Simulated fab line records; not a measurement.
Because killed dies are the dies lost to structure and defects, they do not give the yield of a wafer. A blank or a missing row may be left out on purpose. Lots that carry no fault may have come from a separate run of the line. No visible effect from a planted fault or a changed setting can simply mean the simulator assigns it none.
fab line records ; flow gf180mcu ; part 1 of 2: steps 1 to 42 of 43
record lots=6; wafers=18; lastDay=34
route steps=602 shown VT_IMPLANT@131 MVSD@136 NWELL@137 LVPWELL@138 MVPSD@139 DUAL_GATE@141 POLY_GATE@157 PASSIVATION@602
lots that met no fault: from a run of the same line without faults
startH: the number of hours between the record's first day and the start of the first shown wafer of the lot ; waitH: how many hours have passed since the lot's step before this one ; " as in the row above ; L1.1+2: several wafers, shown together as one row ; - no value, or no start given ; * or withheld: withheld ; < > ~ a bound
route shown NAME@n: names a module that has steps shown in the file, with the first one's number in the route ; usual: average and standard deviation across the fault-free wafers ; same: alike in all rows ; chamber/n: place in a boat ; sites: the reading at each site ; _std_site: how widely they spread, as a standard deviation ; _edge_site: mean of outer sites minus mean of inner sites ; radiusMm: for every site, how far away it sits from the centre of the wafer ; mask NAME#n: copy n ; behind: the last tool/chamber to shape the wafer ; hold: the reason the lot was held/the length of the hold in hours/how it ended ; device: the n, p or np transistor that did not switch ; end of line: the same wafers' tests at the end of the route ; a step with no rows: only its recipe ; killed: dies lost to structure and defects at the first sort, not the wafer's yield ; map: dies across one wafer; x = killed, . = not, _ = none there
set.NAME: the setting as run; set.NAME@STEP: as run at that earlier step ; model.NAME: the simulator's own value behind a step, which no gauge read
lots at some steps of the route; a table a step, a row a wafer
services: from which hour (startH, from the record's first day; less than 0 if before it) a tool's chamber was out of use, for how many hours, and why
## steps
# step GF_VT_IMPLANT_IMPLANT_41
# recipe species=As; energyKev=70; doseCm2=1.013e+12; tiltDeg=7
# step GF_VT_IMPLANT_STRIP_42
# recipe chemistry=O2/N2; powerW=1400; pressureMtorr=1500; platenTempC=250; o2FlowSccm=3000; n2FlowSccm=300; overashFraction=0.5
# usual drypumpMotorCurrentA=5.77/0.26; heaterPowerW=339/36; oesProductAu=0.716/0.0043; stripTimeToEndpointS=12.62/0.034
lot.wafer;tool;chamber;startH;waitH;drypumpMotorCurrentA;heaterPowerW;oesProductAu;rfHoursCounterH;stripTimeToEndpointS
L432.1;plasmaAsher-01;1;205.90;0.1;6.27;364;0.712;57;12.59
L432.2;plasmaAsher-01;0;205.90;0.1;5.51;266;0.712;57;12.64
L432.4;plasmaAsher-01;1;205.90;0.1;6.26;355;0.714;-;12.62
L434.2;plasmaAsher-03;0;215.30;0.1;5.70;387;0.716;54;12.62
L434.4;plasmaAsher-03;1;215.30;0.1;5.64;361;0.720;-;12.61
L434.6;plasmaAsher-03;0;215.30;0.1;5.69;384;0.711;-;12.62
L435.1;plasmaAsher-03;0;228.05;0.1;5.67;384;0.720;55;12.67
L435.3;plasmaAsher-03;0;228.05;0.1;5.67;385;0.717;-;12.64
L435.6;plasmaAsher-03;0;228.05;0.1;5.67;385;0.716;-;12.67
L441.1;plasmaAsher-02;0;261.35;0.1;5.65;319;0.712;15;12.61
L441.2;plasmaAsher-02;1;261.35;0.1;5.84;326;0.713;15;12.64
L441.6;plasmaAsher-02;0;261.35;0.1;5.67;315;0.712;-;12.62
L443.1;plasmaAsher-03;1;273.60;0.1;5.62;363;0.715;60;12.56
L443.3;plasmaAsher-03;0;273.60;0.1;5.72;382;0.710;-;12.58
L443.6;plasmaAsher-03;0;273.60;0.1;5.69;385;0.718;-;12.58
L446.2;plasmaAsher-02;0;293.70;0.1;5.68;314;0.715;18;12.56
L446.3;plasmaAsher-02;1;293.70;0.1;5.84;337;0.721;-;12.54
L446.5;plasmaAsher-02;1;293.70;0.1;5.93;339;0.716;-;12.57
# step GF_VT_IMPLANT_TW_MEAS_43
# usual VT_IMPLANT_4_TW=692/5.1
lot.wafer;tool;chamber;startH;waitH;VT_IMPLANT_4_TW
L432.1;filmMetro-01;-;206.00;0.1;691
L432.2;filmMetro-01;-;206.00;0.1;688
L432.4;filmMetro-01;-;206.00;0.1;690
L434.2;filmMetro-01;-;215.41;0.1;684
L434.4;filmMetro-01;-;215.41;0.1;686
L434.6;filmMetro-01;-;215.41;0.1;690
L435.1;filmMetro-04;-;228.15;0.1;684
L435.3;filmMetro-04;-;228.15;0.1;686
L435.6;filmMetro-04;-;228.15;0.1;688
L441.1;filmMetro-04;-;261.45;0.1;692
L441.2;filmMetro-04;-;261.45;0.1;692
L441.6;filmMetro-04;-;261.45;0.1;684
L443.1;filmMetro-02;-;273.70;0.1;700
L443.3;filmMetro-02;-;273.70;0.1;698
L443.6;filmMetro-02;-;273.70;0.1;700
L446.2;filmMetro-01;-;293.81;0.1;697
L446.3;filmMetro-01;-;293.81;0.1;696
L446.5;filmMetro-01;-;293.81;0.1;696
# step GF_VT_IMPLANT_CLEAN_44
# recipe chemistry=SC1/SC2; mix=1:4:20; tempC=70; timeS=150; dry=n2Spin
# step GF_VT_IMPLANT_RTA_45
# recipe tempC=1050; timeS=30; ambient=N2
# usual lampPowerPct=33.3/2.9; wafer_temp_C_max=1053.8/0.89
lot.wafer;tool;chamber;startH;waitH;lampPowerPct;wafer_temp_C_max
L432.1;rtpAnneal-02;0;206.11;0.0;31.4;1053.8
L432.2;rtpAnneal-02;0;206.11;0.0;31.4;1053.0
L432.4;rtpAnneal-02;0;206.11;0.0;31.5;1053.0
L434.2;rtpAnneal-02;0;215.53;0.0;31.4;1053.7
L434.4;rtpAnneal-02;0;215.53;0.0;31.5;1052.4
L434.6;rtpAnneal-02;0;215.53;0.0;31.5;1054.4
L435.1;rtpAnneal-02;0;228.26;0.0;31.5;1052.1
L435.3;rtpAnneal-02;0;228.26;0.0;31.4;1053.3
L435.6;rtpAnneal-02;0;228.26;0.0;31.4;1053.3
L441.1;rtpAnneal-01;0;261.56;0.0;37.8;1055.0
L441.2;rtpAnneal-01;0;261.56;0.0;37.8;1054.6
L441.6;rtpAnneal-01;0;261.56;0.0;37.8;1054.8
L443.1;rtpAnneal-02;0;273.87;0.0;31.4;1054.0
L443.3;rtpAnneal-02;0;273.87;0.0;31.5;1053.8
L443.6;rtpAnneal-02;0;273.87;0.0;31.4;1053.9
L446.2;rtpAnneal-01;0;293.97;0.0;37.8;1054.5
L446.3;rtpAnneal-01;0;293.97;0.0;37.8;1053.0
L446.5;rtpAnneal-01;0;293.97;0.0;37.8;1054.7
# step GF_VT_IMPLANT_RS_MEAS_46
# recipe thkMeasGauge=four-point-probe
# usual MVSD_RS=456.3/1
lot.wafer;tool;chamber;startH;waitH;MVSD_RS[ohm/sq]
L432.1;filmMetro-03;-;206.21;0.1;457.6
L432.2;filmMetro-03;-;206.21;0.1;457.1
L432.4;filmMetro-03;-;206.21;0.1;456.7
L434.2;filmMetro-04;-;215.63;0.1;456.7
L434.4;filmMetro-04;-;215.63;0.1;456.8
L434.6;filmMetro-04;-;215.63;0.1;456.8
L435.1;filmMetro-01;-;228.36;0.1;455.5
L435.3;filmMetro-01;-;228.36;0.1;455.8
L435.6;filmMetro-01;-;228.36;0.1;454.9
L441.1;filmMetro-04;-;261.76;0.2;457.2
L441.2;filmMetro-04;-;261.76;0.2;457.8
L441.6;filmMetro-04;-;261.76;0.2;458.0
L443.1;filmMetro-03;-;273.97;0.1;456.2
L443.3;filmMetro-03;-;273.97;0.1;455.9
L443.6;filmMetro-03;-;273.97;0.1;455.7
L446.2;filmMetro-03;-;294.08;0.1;455.4
L446.3;filmMetro-03;-;294.08;0.1;455.4
L446.5;filmMetro-03;-;294.08;0.1;455.6
# step GF_VT_IMPLANT_RS_MEAS_47
# recipe thkMeasGauge=four-point-probe
# usual NWELL_RS=487.4/1.3
lot.wafer;tool;chamber;startH;waitH;NWELL_RS[ohm/sq]
L432.1;filmMetro-03;-;206.33;0.1;487.1
L432.2;filmMetro-03;-;206.33;0.1;487.6
L432.4;filmMetro-03;-;206.33;0.1;488.0
L434.2;filmMetro-04;-;215.75;0.1;488.6
L434.4;filmMetro-04;-;215.75;0.1;487.0
L434.6;filmMetro-04;-;215.75;0.1;488.4
L435.1;filmMetro-01;-;228.48;0.1;489.5
L435.3;filmMetro-01;-;228.48;0.1;489.5
L435.6;filmMetro-01;-;228.48;0.1;490.0
L441.1;filmMetro-04;-;261.88;0.1;486.4
L441.2;filmMetro-04;-;261.88;0.1;487.0
L441.6;filmMetro-04;-;261.88;0.1;486.9
L443.1;filmMetro-03;-;274.09;0.1;488.1
L443.3;filmMetro-03;-;274.09;0.1;487.8
L443.6;filmMetro-03;-;274.09;0.1;487.9
L446.2;filmMetro-03;-;294.20;0.1;489.2
L446.3;filmMetro-03;-;294.20;0.1;488.1
L446.5;filmMetro-03;-;294.20;0.1;487.8
# step GF_VT_IMPLANT_RS_MEAS_48
# recipe thkMeasGauge=four-point-probe
# usual LVPWELL_RS=1195.8/3
lot.wafer;tool;chamber;startH;waitH;LVPWELL_RS[ohm/sq]
L432.1;filmMetro-03;-;206.45;0.1;1194.6
L432.2;filmMetro-03;-;206.45;0.1;1196.0
L432.4;filmMetro-03;-;206.45;0.1;1190.7
L434.2;filmMetro-04;-;215.87;0.1;1194.1
L434.4;filmMetro-04;-;215.87;0.1;1195.8
L434.6;filmMetro-04;-;215.87;0.1;1194.8
L435.1;filmMetro-01;-;228.60;0.1;1198.3
L435.3;filmMetro-01;-;228.60;0.1;1195.7
L435.6;filmMetro-01;-;228.60;0.1;1196.4
L441.1;filmMetro-04;-;262.00;0.1;1191.4
L441.2;filmMetro-04;-;262.00;0.1;1195.0
L441.6;filmMetro-04;-;262.00;0.1;1195.0
L443.1;filmMetro-03;-;274.21;0.1;1194.4
L443.3;filmMetro-03;-;274.21;0.1;1190.0
L443.6;filmMetro-03;-;274.21;0.1;1196.2
L446.2;filmMetro-03;-;294.32;0.1;1189.6
L446.3;filmMetro-03;-;294.32;0.1;1193.8
L446.5;filmMetro-03;-;294.32;0.1;1195.1
# step GF_VT_IMPLANT_RS_MEAS_49
# recipe thkMeasGauge=four-point-probe
# usual MVPSD_RS=1167.0/2.8
lot.wafer;tool;chamber;startH;waitH;MVPSD_RS[ohm/sq]
L432.1;filmMetro-03;-;206.57;0.1;1168.2
L432.2;filmMetro-03;-;206.57;0.1;1169.5
L432.4;filmMetro-03;-;206.57;0.1;1168.9
L434.2;filmMetro-04;-;215.99;0.1;1167.8
L434.4;filmMetro-04;-;215.99;0.1;1165.4
L434.6;filmMetro-04;-;215.99;0.1;1165.2
L435.1;filmMetro-01;-;228.72;0.1;1169.4
L435.3;filmMetro-01;-;228.72;0.1;1168.7
L435.6;filmMetro-01;-;228.72;0.1;1172.0
L441.1;filmMetro-04;-;262.12;0.1;1168.0
L441.2;filmMetro-04;-;262.12;0.1;1170.4
L441.6;filmMetro-04;-;262.12;0.1;1167.5
L443.1;filmMetro-03;-;274.33;0.1;1165.6
L443.3;filmMetro-03;-;274.33;0.1;1157.5
L443.6;filmMetro-03;-;274.33;0.1;1163.1
L446.2;filmMetro-03;-;294.44;0.1;1168.5
L446.3;filmMetro-03;-;294.44;0.1;1167.2
L446.5;filmMetro-03;-;294.44;0.1;1165.7
# step GF_VT_IMPLANT_WET_ETCH_50
# recipe chemistry=dHF; targetDepthNm=20; target=SiO2; tempC=25; dilution=100:1; timeS=400
# step GF_DUAL_GATE_CLEAN_00
# recipe chemistry=SC1/SC2; mix=1:4:20; tempC=70; timeS=150
# step GF_DUAL_GATE_CLEAN_01
# recipe chemistry=dHF; timeS=20; dilution=100:1; dry=ipaMarangoni
# step GF_DUAL_GATE_OXIDATION_02
# recipe tempC=900; ambient=O2; stabiliseS=600; purgeS=300; targetThkA=108.87; oxTimeS=1602
# usual spikeTcCentreC=899.8/1.2
lot.wafer;tool;chamber;startH;waitH;spikeTcCentreC
L432.1;furnace-02;0;206.87;0.0;900.1
L432.2;furnace-02;0;206.87;0.0;898.6
L432.4;furnace-02;0;206.87;0.0;898.7
L434.2;furnace-01;0;217.42;1.1;901.7
L434.4;furnace-01;0;217.42;1.1;900.3
L434.6;furnace-01;0;217.42;1.1;900.3
L435.1;furnace-01;0;229.75;0.7;898.2
L435.3;furnace-01;0;229.75;0.7;900.5
L435.6;furnace-01;0;229.75;0.7;899.9
L441.1;furnace-01;0;262.47;0.0;900.1
L441.2;furnace-01;0;262.47;0.0;900.6
L441.6;furnace-01;0;262.47;0.0;899.7
L443.1;furnace-01;0;274.63;0.0;900.5
L443.3;furnace-01;0;274.63;0.0;900.9
L443.6;furnace-01;0;274.63;0.0;902.2
L446.2;furnace-02;0;294.77;0.0;899.0
L446.3;furnace-02;0;294.77;0.0;899.4
L446.5;furnace-02;0;294.77;0.0;898.5
# step GF_DUAL_GATE_THK_MEAS_03
# recipe reads=SiO2_of_DUAL_GATE_OXIDATION_02
# usual DUAL_GATE_OXIDATION_00_THK=10.98/0.21
lot.wafer;tool;chamber;startH;waitH;DUAL_GATE_OXIDATION_00_THK[nm]
L432.1;filmMetro-03;-;208.32;0.0;11.20
L432.2;filmMetro-03;-;208.32;0.0;11.26
L432.4;filmMetro-03;-;208.32;0.0;11.30
L434.2;filmMetro-01;-;218.88;0.0;10.77
L434.4;filmMetro-01;-;218.88;0.0;10.64
L434.6;filmMetro-01;-;218.88;0.0;10.83
L435.1;filmMetro-03;-;231.20;0.0;11.14
L435.3;filmMetro-03;-;231.20;0.0;10.95
L435.6;filmMetro-03;-;231.20;0.0;11.27
L441.1;filmMetro-01;-;263.92;0.0;10.54
L441.2;filmMetro-01;-;263.92;0.0;10.81
L441.6;filmMetro-01;-;263.92;0.0;10.59
L443.1;filmMetro-03;-;276.07;0.0;10.95
L443.3;filmMetro-03;-;276.07;0.0;10.93
L443.6;filmMetro-03;-;276.07;0.0;11.13
L446.2;filmMetro-03;-;296.22;0.0;11.15
L446.3;filmMetro-03;-;296.22;0.0;11.13
L446.5;filmMetro-03;-;296.22;0.0;11.20
# step GF_DUAL_GATE_DEHYDRATE_04
# recipe tempC=200; timeS=60
# step GF_DUAL_GATE_HMDS_05
# recipe primeTimeS=60; primeTempC=120
# step GF_DUAL_GATE_COAT_06
# recipe resist=NOVOLAK; spinRpm=3000; resistThkNm=1000
# step GF_DUAL_GATE_SOFTBAKE_07
# recipe tempC=90; timeS=60; resist=NOVOLAK
# step GF_DUAL_GATE_EXPOSE_08
# recipe maskId=Dualgate; targetCdNm=700; na=0.6; sourceShape=conventional; sigmaOuter=0.6; doseMj=140
# step GF_DUAL_GATE_PEB_09
# recipe tempC=withheld; timeS=*; resist=NOVOLAK
# step GF_DUAL_GATE_DEVELOP_10
# recipe developTimeS=60; devTempC=23
# step GF_DUAL_GATE_OVL_MEAS_11
# usual DUAL_GATE_OVL=0.5/1
lot.wafer;tool;chamber;startH;waitH;DUAL_GATE_OVL[nm]
L432.1;overlay-01;-;225.36;0.1;3.0
L432.2;overlay-01;-;225.36;0.1;1.2
L432.4;overlay-01;-;225.36;0.1;1.3
L434.2;overlay-02;-;236.27;0.1;0.6
L434.4;overlay-02;-;236.27;0.1;-0.1
L434.6;overlay-02;-;236.27;0.1;-0.5
L435.1;overlay-02;-;249.16;0.1;0.1
L435.3;overlay-02;-;249.16;0.1;-1.2
L435.6;overlay-02;-;249.16;0.1;-0.8
L441.1;overlay-01;-;282.86;0.1;0.8
L441.2;overlay-01;-;282.86;0.1;-1.1
L441.6;overlay-01;-;282.86;0.1;0.2
L443.1;overlay-02;-;295.63;0.1;0.0
L443.3;overlay-02;-;295.63;0.1;1.0
L443.6;overlay-02;-;295.63;0.1;-1.0
L446.2;overlay-02;-;316.02;0.1;1.4
L446.3;overlay-02;-;316.02;0.1;1.6
L446.5;overlay-02;-;316.02;0.1;-0.2
# step GF_DUAL_GATE_WET_ETCH_12
# recipe chemistry=dHF; targetDepthNm=13; dry=n2Spin; target=SiO2; tempC=25; dilution=100:1; timeS=260
# step GF_DUAL_GATE_STRIP_13
# recipe chemistry=O2/N2; powerW=1400; pressureMtorr=1500; platenTempC=250; o2FlowSccm=3000; n2FlowSccm=300; overashFraction=0.5
# step GF_DUAL_GATE_CLEAN_14
# recipe chemistry=SC1/SC2; mix=1:4:20; tempC=70; timeS=150; dry=n2Spin
# step GF_DUAL_GATE_OXIDATION_15
# recipe tempC=850; ambient=O2; stabiliseS=600; purgeS=300; targetThkA=70.98; oxTimeS=1995
# step GF_POLY_GATE_CVD_00
# recipe material=poly-Si; targetThkNm=200; tempC=620; timeS=1200; pressureMtorr=200
# step GF_POLY_GATE_THK_MEAS_01
# recipe reads=poly-Si_of_POLY_GATE_CVD_00
# usual POLY_GATE_CVD_00_THK=200.6/1.7
lot.wafer;tool;chamber;startH;waitH;POLY_GATE_CVD_00_THK[nm]
L432.1;filmMetro-02;-;231.58;0.0;200.3
L432.2;filmMetro-02;-;231.58;0.0;199.9
L432.4;filmMetro-02;-;231.58;0.0;200.2
L434.2;filmMetro-02;-;240.76;0.0;202.1
L434.4;filmMetro-02;-;240.76;0.0;200.6
L434.6;filmMetro-02;-;240.76;0.0;201.6
L435.1;filmMetro-02;-;252.32;0.0;200.5
L435.3;filmMetro-02;-;252.32;0.0;201.1
L435.6;filmMetro-02;-;252.32;0.0;201.7
L441.1;filmMetro-03;-;286.01;0.0;200.7
L441.2;filmMetro-03;-;286.01;0.0;199.1
L441.6;filmMetro-03;-;286.01;0.0;199.2
L443.1;filmMetro-03;-;299.10;0.0;201.2
L443.3;filmMetro-03;-;299.10;0.0;201.9
L443.6;filmMetro-03;-;299.10;0.0;199.1
L446.2;filmMetro-02;-;320.51;0.0;200.2
L446.3;filmMetro-02;-;320.51;0.0;203.1
L446.5;filmMetro-02;-;320.51;0.0;200.0
# step GF_POLY_GATE_DEHYDRATE_02
# recipe tempC=200; timeS=60
# step GF_POLY_GATE_HMDS_03
# recipe primeTimeS=60; primeTempC=120
# step GF_POLY_GATE_COAT_04
# recipe resist=BARC; tempC=withheld; timeS=withheld; spinRpm=withheld; resistThkNm=withheld
# step GF_POLY_GATE_COAT_05
# recipe resist=KrF; spinRpm=withheld; resistThkNm=700
# step GF_POLY_GATE_SOFTBAKE_06
# recipe tempC=130; timeS=60; resist=KrF
# step GF_POLY_GATE_EXPOSE_07
# recipe maskId=Poly2; targetCdNm=280; na=0.68; sourceShape=conventional; sigmaOuter=0.6; doseMj=28
# step GF_POLY_GATE_PEB_08
# recipe pebTempC=135; pebTimeS=90; resist=KrF
# step GF_POLY_GATE_DEVELOP_09
# recipe developTimeS=60; resist=KrF; devTempC=21
# step GF_POLY_GATE_CD_MEAS_10
# recipe targetCdNm=280
# usual cdNm=280.3/1.3
lot.wafer;tool;chamber;startH;waitH;cdNm
L432.1;cdSem-02;-;249.61;0.1;280.0
L432.2;cdSem-02;-;249.61;0.1;279.8
L432.4;cdSem-02;-;249.61;0.1;280.1
L434.2;cdSem-01;-;259.49;0.1;281.3
L434.4;cdSem-01;-;259.49;0.1;280.8
L434.6;cdSem-01;-;259.49;0.1;280.5
L435.1;cdSem-01;-;271.97;0.1;281.0
L435.3;cdSem-01;-;271.97;0.1;282.3
L435.6;cdSem-01;-;271.97;0.1;283.1
L441.1;cdSem-01;-;306.41;0.1;278.6
L441.2;cdSem-01;-;306.41;0.1;278.4
L441.6;cdSem-01;-;306.41;0.1;279.5
L443.1;cdSem-02;-;320.01;0.1;281.9
L443.3;cdSem-02;-;320.01;0.1;280.9
L443.6;cdSem-02;-;320.01;0.1;280.8
L446.2;cdSem-02;-;341.69;0.1;279.6
L446.3;cdSem-02;-;341.69;0.1;279.5
L446.5;cdSem-02;-;341.69;0.1;279.2
# step GF_POLY_GATE_OVL_MEAS_11
# usual POLY_GATE_OVL=-4/6.4
lot.wafer;tool;chamber;startH;waitH;POLY_GATE_OVL[nm]
L432.1;overlay-02;-;249.73;0.1;-7
L432.2;overlay-02;-;249.73;0.1;-9
L432.4;overlay-02;-;249.73;0.1;-16
L434.2;overlay-01;-;259.60;0.1;1
L434.4;overlay-01;-;259.60;0.1;2
L434.6;overlay-01;-;259.60;0.1;-1
L435.1;overlay-02;-;272.09;0.1;0
L435.3;overlay-02;-;272.09;0.1;1
L435.6;overlay-02;-;272.09;0.1;0
L441.1;overlay-02;-;306.53;0.1;-2
L441.2;overlay-02;-;306.53;0.1;-2
L441.6;overlay-02;-;306.53;0.1;0
L443.1;overlay-01;-;320.13;0.1;7
L443.3;overlay-01;-;320.13;0.1;1
L443.6;overlay-01;-;320.13;0.1;-2
L446.2;overlay-01;-;341.80;0.1;-8
L446.3;overlay-01;-;341.80;0.1;-8
L446.5;overlay-01;-;341.80;0.1;-10
# step GF_POLY_GATE_ETCH_12
# recipe chemistry=N2/H2; targetDepthA=withheld; overetchA=withheld; timeS=withheld; target=BARC; ionEnergyEv=200; sourceW=500; biasW=100; pressureMtorr=30; n2FlowSccm=100; h2FlowSccm=200
# usual drypumpMotorCurrentA=5.5/0.5; oesProductAu=0.735/0.0052; throttleValvePct=13.215/0.0097
lot.wafer;tool;chamber;startH;waitH;drypumpMotorCurrentA;oesProductAu;throttleValvePct
L432.1;rieDiel-01;2;249.77;0.0;5.0;0.731;13.227
L432.2;rieDiel-01;1;249.77;0.0;6.1;0.733;13.215
L432.4;rieDiel-01;0;249.77;0.0;5.2;0.735;13.220
L434.2;rieDiel-01;1;259.63;0.0;6.1;0.738;13.222
L434.4;rieDiel-01;3;259.63;0.0;4.8;0.739;13.205
L434.6;rieDiel-01;2;259.63;0.0;5.0;0.732;13.217
L435.1;rieDiel-01;0;272.13;0.0;5.2;0.743;13.226
L435.3;rieDiel-01;1;272.13;0.0;6.1;0.738;13.238
L435.6;rieDiel-01;0;272.13;0.0;5.2;0.737;13.217
L441.1;rieDiel-01;3;306.57;0.0;4.8;0.735;13.213
L441.2;rieDiel-01;0;306.57;0.0;5.2;0.738;13.210
L441.6;rieDiel-01;1;306.57;0.0;6.1;0.736;13.213
L443.1;rieDiel-03;1;320.17;0.0;5.5;0.733;13.217
L443.3;rieDiel-03;0;320.17;0.0;5.7;0.724;13.211
L443.6;rieDiel-03;1;320.17;0.0;5.5;0.734;13.249
L446.2;rieDiel-01;0;341.83;0.0;5.2;0.735;13.236
L446.3;rieDiel-01;3;341.83;0.0;4.8;0.745;13.217
L446.5;rieDiel-01;0;341.83;0.0;5.2;0.728;13.209
# step GF_POLY_GATE_ETCH_13
# recipe target=poly-Si; targetDepthNm=198.5; stopOn=SiO2; overEtchFrac=0.403; chemistry=HBr/Cl2; icpW=400; biasW=100; pressureMtorr=10; HBr_flow_sccm=150; Cl2_flow_sccm=50; timeS=69.6
# usual HBr_flow_sccm=149.9/0.51; drypumpMotorCurrentA=5.7/0.36; mfcCl2Sccm=50.03/0.16; oesProductAu=0.990/0.0068; throttleValvePct=33.685/0.009
lot.wafer;tool;chamber;startH;waitH;HBr_flow_sccm;drypumpMotorCurrentA;mfcCl2Sccm;oesProductAu;rfHoursCounterH;throttleValvePct
L432.1;rieSi-01;0;249.82;-;150.0;6.0;50.12;0.982;18;33.679
L432.2;rieSi-01;3;249.82;-;148.8;6.0;49.67;0.994;28;33.686
L432.4;rieSi-01;2;249.82;-;149.9;5.5;50.07;0.994;71;33.699
L434.2;rieSi-01;3;259.68;-;150.2;6.0;49.87;0.999;29;33.674
L434.4;rieSi-01;1;259.68;-;150.3;5.6;49.88;1.004;11;33.671
L434.6;rieSi-01;3;259.68;-;150.2;6.0;50.22;0.991;-;33.694
L435.1;rieSi-02;1;272.18;-;151.0;5.2;50.03;0.978;3;33.686
L435.3;rieSi-02;2;272.18;-;149.7;5.9;50.08;0.987;103;33.670
L435.6;rieSi-02;2;272.18;-;149.8;5.9;50.05;0.991;-;33.675
L441.1;rieSi-01;2;306.62;-;150.7;5.5;50.05;0.988;72;33.686
L441.2;rieSi-01;0;306.62;-;149.6;6.0;50.04;0.983;19;33.690
L441.6;rieSi-01;3;306.62;-;150.1;6.0;50.20;0.988;-;33.671
L443.1;rieSi-02;1;320.22;-;149.4;5.2;50.17;1.008;3;33.677
L443.3;rieSi-02;0;320.22;-;150.0;5.4;50.00;1.003;14;33.689
L443.6;rieSi-02;3;320.22;-;149.6;6.3;49.97;0.987;-;33.675
L446.2;rieSi-01;1;341.88;-;149.8;5.6;49.75;0.991;12;33.696
L446.3;rieSi-01;3;341.88;-;150.3;6.0;50.05;0.998;29;33.673
L446.5;rieSi-01;3;341.88;-;150.3;6.0;49.88;0.990;-;33.675
# step GF_POLY_GATE_STRIP_14
# recipe chemistry=O2/N2; powerW=1400; pressureMtorr=1500; platenTempC=250; o2FlowSccm=3000; n2FlowSccm=300; overashFraction=0.5
# usual drypumpMotorCurrentA=5.7/0.32; heaterPowerW=342/37; oesProductAu=0.505/0.0043
lot.wafer;tool;chamber;startH;waitH;drypumpMotorCurrentA;heaterPowerW;oesProductAu;rfHoursCounterH
L432.1;plasmaAsher-03;0;249.87;0.0;5.7;394;0.505;58
L432.2;plasmaAsher-03;1;249.87;0.0;5.6;367;0.502;58
L432.4;plasmaAsher-03;0;249.87;0.0;5.7;379;0.502;-
L434.2;plasmaAsher-04;0;259.73;0.0;5.7;353;0.504;46
L434.4;plasmaAsher-04;0;259.73;0.0;5.7;351;0.503;-
L434.6;plasmaAsher-04;0;259.73;0.0;5.7;351;0.512;-
L435.1;plasmaAsher-01;0;272.23;0.0;5.5;276;0.514;64
L435.3;plasmaAsher-01;1;272.23;0.0;6.3;350;0.502;-
L435.6;plasmaAsher-01;1;272.23;0.0;6.3;358;0.511;-
L441.1;plasmaAsher-03;1;306.67;0.0;5.6;366;0.504;63
L441.2;plasmaAsher-03;0;306.67;0.0;5.7;386;0.519;63
L441.6;plasmaAsher-03;0;306.67;0.0;5.7;401;0.516;-
L443.1;plasmaAsher-01;1;320.27;0.0;6.3;367;0.506;70
L443.3;plasmaAsher-01;1;320.27;0.0;6.3;355;0.502;-
L443.6;plasmaAsher-01;0;320.27;0.0;5.5;279;0.503;-
L446.2;plasmaAsher-04;0;341.93;0.0;5.7;356;0.506;53
L446.3;plasmaAsher-04;0;341.93;0.0;5.7;358;0.508;-
L446.5;plasmaAsher-04;1;341.93;0.0;5.2;331;0.504;-
# step GF_POLY_GATE_CLEAN_15
# recipe chemistry=SC1/SC2; mix=1:4:20; tempC=70; timeS=150; dry=n2Spin
